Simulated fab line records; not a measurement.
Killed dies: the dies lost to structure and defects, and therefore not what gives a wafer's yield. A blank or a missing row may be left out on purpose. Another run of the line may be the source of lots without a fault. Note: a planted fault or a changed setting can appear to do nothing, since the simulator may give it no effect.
fab line records :: flow sky130 :: part 2 of 2: steps 27 to 36 of 36
record
  lots=5
  wafers=15
  lastDay=50
route steps=708 shown METAL4@629 VIA4@639 METAL5@661
lots that met no fault: taken from a fault-free run of the same line
startH: the number of hours between the record's first day and the start of the first shown wafer of the lot :: waitH: hours elapsed since this lot's preceding step :: " repeats the value in the row above :: L1.1+2: a single row standing in for several wafers :: - no value, or no start given :: * or withheld: withheld :: < > ~ a bound
route shown NAME@n: NAME is a module with steps in the file, n the number in the route of the first one :: usual: mean/standard deviation of fault-free wafers :: same: alike in all rows :: chamber/n: place in a boat :: sites: each site's reading :: _std_site: how widely they spread, as a standard deviation :: _edge_site: inner sites' mean taken away from outer sites' mean :: radiusMm: how far each site lies from the wafer's centre :: mask NAME#n: copy n :: behind: the last tool/chamber to shape the wafer :: hold: the reason the lot was held/the length of the hold in hours/how it ended :: device: names the non-switching transistor (n, p or np) :: end of line: tests of these same wafers at the route's end :: for a step that has no rows: nothing shown but its recipe :: killed: count of dies lost to structure and defects at first sort (not the wafer's yield) :: map: shows each die of a wafer: x if killed, . if not, _ if none is there
set.NAME: the setting the step ran with; set.NAME@STEP: the setting that earlier step ran with :: model.NAME: the simulator's own value behind a step, which no gauge read
lots at selected steps of the route; one table per step, one row per wafer
services: from which hour (startH, from the record's first day; less than 0 if before it) a tool's chamber was out of use, for how many hours, and why
## steps
# step SKY_VIA4_CLEAN_16
# recipe
  chemistry=O3/DIW
  dry=n2Spin
lot.wafer: L075.1+2+6
tool: wetBench-04
chamber: 1
startH: 1012.26
waitH: 0.0

lot.wafer: L079.2+3+6
tool: wetBench-02
chamber: 3
startH: 1038.96
waitH: 0.0

lot.wafer: L084.1+2+3
tool: wetBench-01
chamber: 3
startH: 1074.52
waitH: 0.0

lot.wafer: L091.2+4+5
tool: wetBench-01
chamber: 2
startH: 1114.06
waitH: 0.0

lot.wafer: L094.2+4+5
tool: wetBench-02
chamber: 3
startH: 1130.81
waitH: 0.0
# step SKY_VIA4_SPUTTER_17
# recipe
  material=TiN
  targetThkNm=20
  chamberPressurePa=5
  powerW=4000
  timeS=80
# usual
  throttleValvePct=30.6/0.93
lot.wafer: L075.1
tool: pvdSputter-02
chamber: -
startH: 1012.36
waitH: 0.0
throttleValvePct: 30.5

lot.wafer: L075.2
tool: pvdSputter-02
chamber: -
startH: 1012.36
waitH: 0.0
throttleValvePct: 29.7

lot.wafer: L075.6
tool: pvdSputter-02
chamber: -
startH: 1012.36
waitH: 0.0
throttleValvePct: 29.8

lot.wafer: L079.2
tool: pvdSputter-01
chamber: -
startH: 1039.06
waitH: 0.0
throttleValvePct: 29.6

lot.wafer: L079.3
tool: pvdSputter-01
chamber: -
startH: 1039.06
waitH: 0.0
throttleValvePct: 29.9

lot.wafer: L079.6
tool: pvdSputter-01
chamber: -
startH: 1039.06
waitH: 0.0
throttleValvePct: 29.7

lot.wafer: L084.1
tool: pvdSputter-01
chamber: -
startH: 1074.62
waitH: 0.0
throttleValvePct: 32.0

lot.wafer: L084.2
tool: pvdSputter-01
chamber: -
startH: 1074.62
waitH: 0.0
throttleValvePct: 30.2

lot.wafer: L084.3
tool: pvdSputter-01
chamber: -
startH: 1074.62
waitH: 0.0
throttleValvePct: 30.3

lot.wafer: L091.2
tool: pvdSputter-04
chamber: -
startH: 1114.16
waitH: 0.0
throttleValvePct: 30.7

lot.wafer: L091.4
tool: pvdSputter-04
chamber: -
startH: 1114.16
waitH: 0.0
throttleValvePct: 30.6

lot.wafer: L091.5
tool: pvdSputter-04
chamber: -
startH: 1114.16
waitH: 0.0
throttleValvePct: 31.0

lot.wafer: L094.2
tool: pvdSputter-04
chamber: -
startH: 1130.90
waitH: 0.0
throttleValvePct: 30.1

lot.wafer: L094.4
tool: pvdSputter-04
chamber: -
startH: 1130.90
waitH: 0.0
throttleValvePct: 29.3

lot.wafer: L094.5
tool: pvdSputter-04
chamber: -
startH: 1130.90
waitH: 0.0
throttleValvePct: 30.2
# step SKY_VIA4_CVD_18
# recipe
  material=W
  targetThkNm=505
  timeS=152.14
  tempC=400
  pressureTorr=40
# usual
  heaterPowerW=908/90
lot.wafer: L075.1
tool: cvdW-01
chamber: 0
startH: 1012.42
waitH: 0.0
heaterPowerW: 837

lot.wafer: L075.2
tool: cvdW-01
chamber: 1
startH: 1012.42
waitH: 0.0
heaterPowerW: 947

lot.wafer: L075.6
tool: cvdW-01
chamber: 0
startH: 1012.42
waitH: 0.0
heaterPowerW: 851

lot.wafer: L079.2
tool: cvdW-02
chamber: 1
startH: 1039.12
waitH: 0.0
heaterPowerW: 800

lot.wafer: L079.3
tool: cvdW-02
chamber: 0
startH: 1039.12
waitH: 0.0
heaterPowerW: 1031

lot.wafer: L079.6
tool: cvdW-02
chamber: 0
startH: 1039.12
waitH: 0.0
heaterPowerW: 1038

lot.wafer: L084.1
tool: cvdW-01
chamber: 0
startH: 1074.68
waitH: 0.0
heaterPowerW: 845

lot.wafer: L084.2
tool: cvdW-01
chamber: 1
startH: 1074.68
waitH: 0.0
heaterPowerW: 949

lot.wafer: L084.3
tool: cvdW-01
chamber: 0
startH: 1074.68
waitH: 0.0
heaterPowerW: 831

lot.wafer: L091.2
tool: cvdW-02
chamber: 1
startH: 1114.22
waitH: 0.0
heaterPowerW: 805

lot.wafer: L091.4
tool: cvdW-02
chamber: 1
startH: 1114.22
waitH: 0.0
heaterPowerW: 805

lot.wafer: L091.5
tool: cvdW-02
chamber: 0
startH: 1114.22
waitH: 0.0
heaterPowerW: 1012

lot.wafer: L094.2
tool: cvdW-01
chamber: 0
startH: 1130.96
waitH: 0.0
heaterPowerW: 830

lot.wafer: L094.4
tool: cvdW-01
chamber: 0
startH: 1130.96
waitH: 0.0
heaterPowerW: 856

lot.wafer: L094.5
tool: cvdW-01
chamber: 1
startH: 1130.96
waitH: 0.0
heaterPowerW: 951
# step SKY_VIA4_RS_MEAS_19
# recipe
  thkMeasGauge=four-point-probe
  reads=W_of_VIA4_CVD_18+TiN_of_VIA4_SPUTTER_17
# usual
  VIA4_W_RS=0.2269/0.0023
lot.wafer: L075.1
tool: filmMetro-03
chamber: -
startH: 1012.57
waitH: 0.1
VIA4_W_RS[ohm/sq]: 0.2248

lot.wafer: L075.2
tool: filmMetro-03
chamber: -
startH: 1012.57
waitH: 0.1
VIA4_W_RS[ohm/sq]: 0.2233

lot.wafer: L075.6
tool: filmMetro-03
chamber: -
startH: 1012.57
waitH: 0.1
VIA4_W_RS[ohm/sq]: 0.2258

lot.wafer: L079.2
tool: filmMetro-03
chamber: -
startH: 1039.29
waitH: 0.1
VIA4_W_RS[ohm/sq]: 0.2296

lot.wafer: L079.3
tool: filmMetro-03
chamber: -
startH: 1039.29
waitH: 0.1
VIA4_W_RS[ohm/sq]: 0.2280

lot.wafer: L079.6
tool: filmMetro-03
chamber: -
startH: 1039.29
waitH: 0.1
VIA4_W_RS[ohm/sq]: 0.2291

lot.wafer: L084.1
tool: filmMetro-01
chamber: -
startH: 1074.83
waitH: 0.1
VIA4_W_RS[ohm/sq]: 0.2292

lot.wafer: L084.2
tool: filmMetro-01
chamber: -
startH: 1074.83
waitH: 0.1
VIA4_W_RS[ohm/sq]: 0.2303

lot.wafer: L084.3
tool: filmMetro-01
chamber: -
startH: 1074.83
waitH: 0.1
VIA4_W_RS[ohm/sq]: 0.2297

lot.wafer: L091.2
tool: filmMetro-01
chamber: -
startH: 1114.39
waitH: 0.1
VIA4_W_RS[ohm/sq]: 0.2278

lot.wafer: L091.4
tool: filmMetro-01
chamber: -
startH: 1114.39
waitH: 0.1
VIA4_W_RS[ohm/sq]: 0.2264

lot.wafer: L091.5
tool: filmMetro-01
chamber: -
startH: 1114.39
waitH: 0.1
VIA4_W_RS[ohm/sq]: 0.2260

lot.wafer: L094.2
tool: filmMetro-04
chamber: -
startH: 1131.13
waitH: 0.1
VIA4_W_RS[ohm/sq]: 0.2278

lot.wafer: L094.4
tool: filmMetro-04
chamber: -
startH: 1131.13
waitH: 0.1
VIA4_W_RS[ohm/sq]: 0.2280

lot.wafer: L094.5
tool: filmMetro-04
chamber: -
startH: 1131.13
waitH: 0.1
VIA4_W_RS[ohm/sq]: 0.2241
# step SKY_VIA4_THK_MEAS_20
# recipe
  thkMeasGauge=xrf
  reads=W_of_VIA4_CVD_18
# usual
  VIA4_W_THK=517/7.1
lot.wafer: L075.1
tool: filmMetro-03
chamber: -
startH: 1012.69
waitH: 0.1
VIA4_W_THK[nm]: 521

lot.wafer: L075.2
tool: filmMetro-03
chamber: -
startH: 1012.69
waitH: 0.1
VIA4_W_THK[nm]: 529

lot.wafer: L075.6
tool: filmMetro-03
chamber: -
startH: 1012.69
waitH: 0.1
VIA4_W_THK[nm]: 522

lot.wafer: L079.2
tool: filmMetro-03
chamber: -
startH: 1039.40
waitH: 0.1
VIA4_W_THK[nm]: 504

lot.wafer: L079.3
tool: filmMetro-03
chamber: -
startH: 1039.40
waitH: 0.1
VIA4_W_THK[nm]: 510

lot.wafer: L079.6
tool: filmMetro-03
chamber: -
startH: 1039.40
waitH: 0.1
VIA4_W_THK[nm]: 508

lot.wafer: L084.1
tool: filmMetro-01
chamber: -
startH: 1074.95
waitH: 0.1
VIA4_W_THK[nm]: 513

lot.wafer: L084.2
tool: filmMetro-01
chamber: -
startH: 1074.95
waitH: 0.1
VIA4_W_THK[nm]: 512

lot.wafer: L084.3
tool: filmMetro-01
chamber: -
startH: 1074.95
waitH: 0.1
VIA4_W_THK[nm]: 515

lot.wafer: L091.2
tool: filmMetro-01
chamber: -
startH: 1114.50
waitH: 0.1
VIA4_W_THK[nm]: 520

lot.wafer: L091.4
tool: filmMetro-01
chamber: -
startH: 1114.50
waitH: 0.1
VIA4_W_THK[nm]: 524

lot.wafer: L091.5
tool: filmMetro-01
chamber: -
startH: 1114.50
waitH: 0.1
VIA4_W_THK[nm]: 523

lot.wafer: L094.2
tool: filmMetro-04
chamber: -
startH: 1131.24
waitH: 0.1
VIA4_W_THK[nm]: 514

lot.wafer: L094.4
tool: filmMetro-04
chamber: -
startH: 1131.24
waitH: 0.1
VIA4_W_THK[nm]: 508

lot.wafer: L094.5
tool: filmMetro-04
chamber: -
startH: 1131.24
waitH: 0.1
VIA4_W_THK[nm]: 524
# step SKY_VIA4_CMP_21
# recipe
  stopOn=SiO2
  tOverpolishS=25
  downForcePsi=3.5
  platenRpm=60
  targetThkNm=0
  padVelocityMS=0.94248
# usual
  motorCurrentA=10.8/1
  overpolishRunS=25.000/0.0088
  timeToEndpointS=122/4
# same
  tOverpolishS=25
lot.wafer: L075.2
tool: cmp-01
chamber: 2
startH: 1012.75
waitH: 0.0
motorCurrentA: 9.8
overpolishRunS: 24.996
timeToEndpointS: 127

lot.wafer: L075.1
tool: cmp-01
chamber: 3
startH: 1012.75
waitH: 0.0
motorCurrentA: 10.5
overpolishRunS: 25.013
timeToEndpointS: 131

lot.wafer: L075.6
tool: cmp-01
chamber: 2
startH: 1012.75
waitH: 0.0
motorCurrentA: 10.3
overpolishRunS: 25.004
timeToEndpointS: 127

lot.wafer: L079.2
tool: cmp-02
chamber: 2
startH: 1039.45
waitH: 0.0
motorCurrentA: 10.4
overpolishRunS: 25.010
timeToEndpointS: 118

lot.wafer: L079.3
tool: cmp-02
chamber: 3
startH: 1039.45
waitH: 0.0
motorCurrentA: 13.0
overpolishRunS: 25.001
timeToEndpointS: 119

lot.wafer: L079.6
tool: cmp-02
chamber: 2
startH: 1039.45
waitH: 0.0
motorCurrentA: 10.2
overpolishRunS: 24.994
timeToEndpointS: 116

lot.wafer: L084.1
tool: cmp-01
chamber: 0
startH: 1075.01
waitH: 0.1
motorCurrentA: 10.3
overpolishRunS: 24.999
timeToEndpointS: 129

lot.wafer: L084.2
tool: cmp-01
chamber: 1
startH: 1075.01
waitH: 0.1
motorCurrentA: 11.0
overpolishRunS: 24.999
timeToEndpointS: 123

lot.wafer: L084.3
tool: cmp-01
chamber: 3
startH: 1075.01
waitH: 0.1
motorCurrentA: 9.9
overpolishRunS: 24.992
timeToEndpointS: 128

lot.wafer: L091.4
tool: cmp-01
chamber: 1
startH: 1115.18
waitH: 0.6
motorCurrentA: 11.3
overpolishRunS: 24.988
timeToEndpointS: 121

lot.wafer: L091.2
tool: cmp-01
chamber: 3
startH: 1115.18
waitH: 0.6
motorCurrentA: 10.1
overpolishRunS: 25.000
timeToEndpointS: 127

lot.wafer: L091.5
tool: cmp-01
chamber: 0
startH: 1115.18
waitH: 0.6
motorCurrentA: 11.0
overpolishRunS: 24.998
timeToEndpointS: 119

lot.wafer: L094.2
tool: cmp-01
chamber: 1
startH: 1131.44
waitH: 0.2
motorCurrentA: 10.6
overpolishRunS: 25.016
timeToEndpointS: 123

lot.wafer: L094.4
tool: cmp-01
chamber: 3
startH: 1131.44
waitH: 0.2
motorCurrentA: 10.3
overpolishRunS: 25.004
timeToEndpointS: 127

lot.wafer: L094.5
tool: cmp-01
chamber: 1
startH: 1131.44
waitH: 0.2
motorCurrentA: 11.7
overpolishRunS: 24.995
timeToEndpointS: 125
# step SKY_METAL5_SPUTTER_00
# recipe
  material=Ti
  targetThkNm=15
  powerW=3000
  timeS=10
  chamberPressurePa=0.4
# usual
  throttleValvePct=30.6/1.2
lot.wafer: L075.1
tool: pvdSputter-04
chamber: -
startH: 1013.05
waitH: 0.2
throttleValvePct: 29.3

lot.wafer: L075.2
tool: pvdSputter-04
chamber: -
startH: 1013.05
waitH: 0.2
throttleValvePct: 31.2

lot.wafer: L075.6
tool: pvdSputter-04
chamber: -
startH: 1013.05
waitH: 0.2
throttleValvePct: 30.3

lot.wafer: L079.2
tool: pvdSputter-04
chamber: -
startH: 1039.75
waitH: 0.2
throttleValvePct: 30.2

lot.wafer: L079.3
tool: pvdSputter-04
chamber: -
startH: 1039.75
waitH: 0.2
throttleValvePct: 29.4

lot.wafer: L079.6
tool: pvdSputter-04
chamber: -
startH: 1039.75
waitH: 0.2
throttleValvePct: 30.7

lot.wafer: L084.1
tool: pvdSputter-01
chamber: -
startH: 1075.31
waitH: 0.2
throttleValvePct: 29.9

lot.wafer: L084.2
tool: pvdSputter-01
chamber: -
startH: 1075.31
waitH: 0.2
throttleValvePct: 32.2

lot.wafer: L084.3
tool: pvdSputter-01
chamber: -
startH: 1075.31
waitH: 0.2
throttleValvePct: 30.1

lot.wafer: L091.2
tool: pvdSputter-03
chamber: -
startH: 1115.43
waitH: 0.1
throttleValvePct: 33.4

lot.wafer: L091.4
tool: pvdSputter-03
chamber: -
startH: 1115.43
waitH: 0.1
throttleValvePct: 29.5

lot.wafer: L091.5
tool: pvdSputter-03
chamber: -
startH: 1115.43
waitH: 0.1
throttleValvePct: 30.9

lot.wafer: L094.2
tool: pvdSputter-04
chamber: -
startH: 1131.74
waitH: 0.2
throttleValvePct: 30.8

lot.wafer: L094.4
tool: pvdSputter-04
chamber: -
startH: 1131.74
waitH: 0.2
throttleValvePct: 29.5

lot.wafer: L094.5
tool: pvdSputter-04
chamber: -
startH: 1131.74
waitH: 0.2
throttleValvePct: 29.1
# step SKY_METAL5_SPUTTER_01
# recipe
  material=TiN
  targetThkNm=20
  powerW=6500
  timeS=16.7
  chamberPressurePa=0.4
# usual
  throttleValvePct=30.6/1.2
lot.wafer: L075.1
tool: pvdSputter-04
chamber: -
startH: 1013.07
waitH: 0.0
throttleValvePct: 29.1

lot.wafer: L075.2
tool: pvdSputter-04
chamber: -
startH: 1013.07
waitH: 0.0
throttleValvePct: 30.9

lot.wafer: L075.6
tool: pvdSputter-04
chamber: -
startH: 1013.07
waitH: 0.0
throttleValvePct: 30.0

lot.wafer: L079.2
tool: pvdSputter-04
chamber: -
startH: 1039.77
waitH: 0.0
throttleValvePct: 30.3

lot.wafer: L079.3
tool: pvdSputter-04
chamber: -
startH: 1039.77
waitH: 0.0
throttleValvePct: 29.2

lot.wafer: L079.6
tool: pvdSputter-04
chamber: -
startH: 1039.77
waitH: 0.0
throttleValvePct: 30.7

lot.wafer: L084.1
tool: pvdSputter-01
chamber: -
startH: 1075.33
waitH: 0.0
throttleValvePct: 29.9

lot.wafer: L084.2
tool: pvdSputter-01
chamber: -
startH: 1075.33
waitH: 0.0
throttleValvePct: 32.4

lot.wafer: L084.3
tool: pvdSputter-01
chamber: -
startH: 1075.33
waitH: 0.0
throttleValvePct: 30.1

lot.wafer: L091.2
tool: pvdSputter-03
chamber: -
startH: 1115.45
waitH: 0.0
throttleValvePct: 33.0

lot.wafer: L091.4
tool: pvdSputter-03
chamber: -
startH: 1115.45
waitH: 0.0
throttleValvePct: 29.5

lot.wafer: L091.5
tool: pvdSputter-03
chamber: -
startH: 1115.45
waitH: 0.0
throttleValvePct: 31.3

lot.wafer: L094.2
tool: pvdSputter-04
chamber: -
startH: 1131.76
waitH: 0.0
throttleValvePct: 30.8

lot.wafer: L094.4
tool: pvdSputter-04
chamber: -
startH: 1131.76
waitH: 0.0
throttleValvePct: 29.2

lot.wafer: L094.5
tool: pvdSputter-04
chamber: -
startH: 1131.76
waitH: 0.0
throttleValvePct: 29.1
# step SKY_METAL5_SPUTTER_02
# recipe
  material=AlCu
  targetThkNm=1150
  powerW=10600
  timeS=61.2
  chamberPressurePa=0.4
# usual
  throttleValvePct=30.6/1.2
lot.wafer: L075.1
tool: pvdSputter-04
chamber: -
startH: 1013.10
waitH: 0.0
throttleValvePct: 29.3

lot.wafer: L075.2
tool: pvdSputter-04
chamber: -
startH: 1013.10
waitH: 0.0
throttleValvePct: 30.9

lot.wafer: L075.6
tool: pvdSputter-04
chamber: -
startH: 1013.10
waitH: 0.0
throttleValvePct: 30.1

lot.wafer: L079.2
tool: pvdSputter-04
chamber: -
startH: 1039.80
waitH: 0.0
throttleValvePct: 30.1

lot.wafer: L079.3
tool: pvdSputter-04
chamber: -
startH: 1039.80
waitH: 0.0
throttleValvePct: 29.5

lot.wafer: L079.6
tool: pvdSputter-04
chamber: -
startH: 1039.80
waitH: 0.0
throttleValvePct: 30.8

lot.wafer: L084.1
tool: pvdSputter-01
chamber: -
startH: 1075.36
waitH: 0.0
throttleValvePct: 30.0

lot.wafer: L084.2
tool: pvdSputter-01
chamber: -
startH: 1075.36
waitH: 0.0
throttleValvePct: 31.8

lot.wafer: L084.3
tool: pvdSputter-01
chamber: -
startH: 1075.36
waitH: 0.0
throttleValvePct: 30.4

lot.wafer: L091.2
tool: pvdSputter-03
chamber: -
startH: 1115.48
waitH: 0.0
throttleValvePct: 32.9

lot.wafer: L091.4
tool: pvdSputter-03
chamber: -
startH: 1115.48
waitH: 0.0
throttleValvePct: 29.7

lot.wafer: L091.5
tool: pvdSputter-03
chamber: -
startH: 1115.48
waitH: 0.0
throttleValvePct: 31.1

lot.wafer: L094.2
tool: pvdSputter-04
chamber: -
startH: 1131.79
waitH: 0.0
throttleValvePct: 31.0

lot.wafer: L094.4
tool: pvdSputter-04
chamber: -
startH: 1131.79
waitH: 0.0
throttleValvePct: 29.2

lot.wafer: L094.5
tool: pvdSputter-04
chamber: -
startH: 1131.79
waitH: 0.0
throttleValvePct: 29.1
# step SKY_METAL5_SPUTTER_03
# recipe
  material=Ti
  targetThkNm=5
  powerW=3000
  timeS=3.3
  chamberPressurePa=0.4
# usual
  throttleValvePct=30.6/1.2
lot.wafer: L075.1
tool: pvdSputter-04
chamber: -
startH: 1013.15
waitH: 0.0
throttleValvePct: 29.2

lot.wafer: L075.2
tool: pvdSputter-04
chamber: -
startH: 1013.15
waitH: 0.0
throttleValvePct: 31.0

lot.wafer: L075.6
tool: pvdSputter-04
chamber: -
startH: 1013.15
waitH: 0.0
throttleValvePct: 30.4

lot.wafer: L079.2
tool: pvdSputter-04
chamber: -
startH: 1039.85
waitH: 0.0
throttleValvePct: 30.4

lot.wafer: L079.3
tool: pvdSputter-04
chamber: -
startH: 1039.85
waitH: 0.0
throttleValvePct: 29.4

lot.wafer: L079.6
tool: pvdSputter-04
chamber: -
startH: 1039.85
waitH: 0.0
throttleValvePct: 30.5

lot.wafer: L084.1
tool: pvdSputter-01
chamber: -
startH: 1075.41
waitH: 0.0
throttleValvePct: 29.9

lot.wafer: L084.2
tool: pvdSputter-01
chamber: -
startH: 1075.41
waitH: 0.0
throttleValvePct: 32.0

lot.wafer: L084.3
tool: pvdSputter-01
chamber: -
startH: 1075.41
waitH: 0.0
throttleValvePct: 29.9

lot.wafer: L091.2
tool: pvdSputter-03
chamber: -
startH: 1115.53
waitH: 0.0
throttleValvePct: 33.2

lot.wafer: L091.4
tool: pvdSputter-03
chamber: -
startH: 1115.53
waitH: 0.0
throttleValvePct: 29.3

lot.wafer: L091.5
tool: pvdSputter-03
chamber: -
startH: 1115.53
waitH: 0.0
throttleValvePct: 30.9

lot.wafer: L094.2
tool: pvdSputter-04
chamber: -
startH: 1131.84
waitH: 0.0
throttleValvePct: 31.1

lot.wafer: L094.4
tool: pvdSputter-04
chamber: -
startH: 1131.84
waitH: 0.0
throttleValvePct: 29.1

lot.wafer: L094.5
tool: pvdSputter-04
chamber: -
startH: 1131.84
waitH: 0.0
throttleValvePct: 29.3
## services
tool: cmp-01
chamber: -
startH: 966.32
hours: 6.6
kind: pm

tool: rieMetal-03
chamber: -
startH: 973.50
hours: 0.1
kind: repair

tool: rieMetal-02
chamber: -
startH: 973.98
hours: 0.3
kind: repair

tool: hdpcvd-02
chamber: -
startH: 978.94
hours: 2.8
kind: pm

tool: rieDiel-03
chamber: -
startH: 978.99
hours: 2.0
kind: repair

tool: rieMetal-02
chamber: -
startH: 982.99
hours: 1.4
kind: pm

tool: pvdSputter-04
chamber: -
startH: 983.36
hours: 7.5
kind: repair

tool: rieDiel-03
chamber: -
startH: 984.03
hours: 2.1
kind: repair

tool: pvdSputter-03
chamber: -
startH: 993.22
hours: 1.9
kind: repair

tool: plasmaAsher-01
chamber: -
startH: 1000.92
hours: 0.3
kind: repair

tool: rieDiel-03
chamber: 3
startH: 1002.94
hours: 18.6
kind: repair

tool: rieMetal-02
chamber: 0
startH: 1004.57
hours: 1.5
kind: repair

tool: pvdSputter-01
chamber: -
startH: 1007.28
hours: 4.8
kind: repair

tool: rieMetal-02
chamber: 1
startH: 1011.69
hours: 1.6
kind: repair

tool: rieDiel-03
chamber: 2
startH: 1013.79
hours: 1.8
kind: repair

tool: pvdSputter-04
chamber: -
startH: 1020.97
hours: 0.5
kind: repair

tool: cmp-01
chamber: -
startH: 1025.89
hours: 2.0
kind: repair

tool: rieDiel-03
chamber: 2
startH: 1025.93
hours: 4.0
kind: repair

tool: rieDiel-03
chamber: 0
startH: 1037.84
hours: 11.7
kind: repair

tool: cmp-01
chamber: -
startH: 1061.11
hours: 0.5
kind: repair

tool: rieMetal-02
chamber: 0
startH: 1084.20
hours: 1.4
kind: repair

tool: rieMetal-03
chamber: 1
startH: 1095.31
hours: 2.1
kind: repair

tool: pvdSputter-01
chamber: -
startH: 1096.99
hours: 7.6
kind: repair

tool: rieMetal-03
chamber: -
startH: 1127.66
hours: 15.6
kind: pm
